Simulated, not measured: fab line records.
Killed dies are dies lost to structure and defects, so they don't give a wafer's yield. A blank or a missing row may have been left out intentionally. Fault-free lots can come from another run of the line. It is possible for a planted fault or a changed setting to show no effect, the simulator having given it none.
A lot that was struck, set against a sound lot | flow sky130 | 17 steps out of a route of 708
Sound: these wafers, L989.3, L989.4, L989.6. The struck wafers were L983.1, L983.2, L983.4. The cause is named last.
For every step that has rows: the tool of each side, followed by ch and its chambers, followed by its first start. Under that, the readings that differ: sound wafers | struck wafers | difference of the means | sigmas: that difference in standard deviations of wafers without a fault.
alike: readings with means less than 2 such deviations apart, plus words and numbers identical on both sides. not compared: withheld readings, readings lacking a value on some wafer, bounds such as >300 that could conceal the same value, and numbers that have no deviation in the record and whose values overlap.
A row with sigmas, a row that says differs or no value, or rows on one side alone: a step with any of these is where the two part. Non-overlapping numbers with no deviation appear without sigmas and do not part them. A reading that every wafer of one side lacks parts them only if that side has two wafers or more.

SKY_VT_ADJUST_HVTP_OVL_MEAS_08:
  sound on overlay-01 at day 10 17:26; struck on overlay-02 at day 8 18:21
  alike: VT_ADJUST_HVTP_OVL
then, 1 step without rows for these wafers: SKY_VT_ADJUST_HVTP_IMPLANT_09.
SKY_VT_ADJUST_HVTP_STRIP_10: strips in O2/N2.
  sound on plasmaAsher-03 ch 0,1, day 10 17:39; struck on plasmaAsher-03 ch 0,1, day 8 18:32
  alike: drypumpMotorCurrentA, oesProductAu, stripTimeToEndpointS
  not compared: rfHoursCounterH
SKY_VT_ADJUST_HVTP_TW_MEAS_11:
  sound on filmMetro-04 at day 10 17:44; struck on filmMetro-04 at day 8 18:38
  alike: VT_ADJUST_HVTP_TW
then, 7 steps without rows for these wafers: SKY_VT_ADJUST_LVTN_DEHYDRATE_00 (time 60 s); SKY_VT_ADJUST_LVTN_HMDS_01 (prime time 60 s); SKY_VT_ADJUST_LVTN_COAT_02 (resist thk 3000 nm); SKY_VT_ADJUST_LVTN_SOFTBAKE_03; SKY_VT_ADJUST_LVTN_EXPOSE_04 (exposes mask NWM COMPLEMENT LESS NATIVE, target cd 840 nm); SKY_VT_ADJUST_LVTN_PEB_05; SKY_VT_ADJUST_LVTN_DEVELOP_06 (develop time 60 s).
SKY_VT_ADJUST_LVTN_OVL_MEAS_07:
  sound on overlay-02 at day 11 16:37; struck on overlay-01 at day 9 16:10
  alike: VT_ADJUST_LVTN_OVL
SKY_VT_ADJUST_LVTN_IMPLANT_08:
  sound on implanter-03 ch 0, day 11 16:42; struck on implanter-03 ch 0, day 9 16:31
  alike: endStationPressureTorr
SKY_VT_ADJUST_LVTN_STRIP_09: strips in O2/N2.
  sound on plasmaAsher-03 ch 0,1, day 11 16:50; struck on plasmaAsher-04 ch 0,1, day 9 16:40
  alike: drypumpMotorCurrentA, oesProductAu, stripTimeToEndpointS
  not compared: rfHoursCounterH
SKY_VT_ADJUST_LVTN_TW_MEAS_10:
  sound on filmMetro-02 at day 11 16:55; struck on filmMetro-04 at day 9 16:46
reading           | sound             | struck            | difference | sigmas
VT_ADJUST_LVTN_TW | 238.0 238.7 238.7 | 292.7 293.5 295.1 | +55.3      | +24
then, 1 step without rows for these wafers: SKY_VT_ADJUST_LVTN_DEHYDRATE_11 (time 60 s).
-- the record jumps here: 39 days lie between the struck wafers' starts before and after (it left off in module VT_ADJUST_LVTN and takes up again in module PAD_OPEN, whose first step shown is number 708 of the route) --
SKY_PAD_OPEN_PROBE_99:
  sound on prober-02 at day 50 01:05; struck on prober-02 at day 48 14:26
reading                                 | sound                | struck               | difference | sigmas
model.etest.nfet_01v8_lvt.driveUaUm     | 563.6 581.5 569.9    | 517.4 515.5 511.5    | -56.9      | 
model.etest.nfet_01v8_turned.driveUaUm  | 493.2 513.1 500.2    | 464.9 456.9 459.2    | -41.8      | 
model.etest.nfet_01v8.driveUaUm         | 496.8 508.1 498.3    | 458.1 456.9 457.5    | -43.6      | 
model.etest.nfet_01v8_swapped.driveUaUm | 493.2 510.3 500.4    | 458.3 459.6 460      | -42.0      | 
model.etest.nfet_01v8_lvt.vtSatV (V)    | 0.5398 0.5233 0.5357 | 0.5902 0.596 0.5867  | +0.0580    | 
model.etest.nfet_01v8_lvt.vtV (V)       | 0.6088 0.5978 0.6069 | 0.646 0.6549 0.6544  | +0.047     | 
model.etest.nfet_01v8.vtSatV (V)        | 0.6486 0.6395 0.6445 | 0.6872 0.6924 0.6833 | +0.0434    | 
model.etest.nfet_01v8_turned.vtSatV (V) | 0.6534 0.6398 0.6458 | 0.6878 0.7003 0.691  | +0.0467    | 
  alike: killed_at_M0_to_M3, killed_at_M4_up, killedAtContacts, killedAtFrontEnd, killedAtOther, killedDies, killedOpen, killedShort

WHERE THEY PART
Within this record, at SKY_VT_ADJUST_LVTN_TW_MEAS_10 only. Later steps at which nothing parts them and some readings are alike: SKY_PAD_OPEN_PROBE_99.

WHY: what the simulator had put in
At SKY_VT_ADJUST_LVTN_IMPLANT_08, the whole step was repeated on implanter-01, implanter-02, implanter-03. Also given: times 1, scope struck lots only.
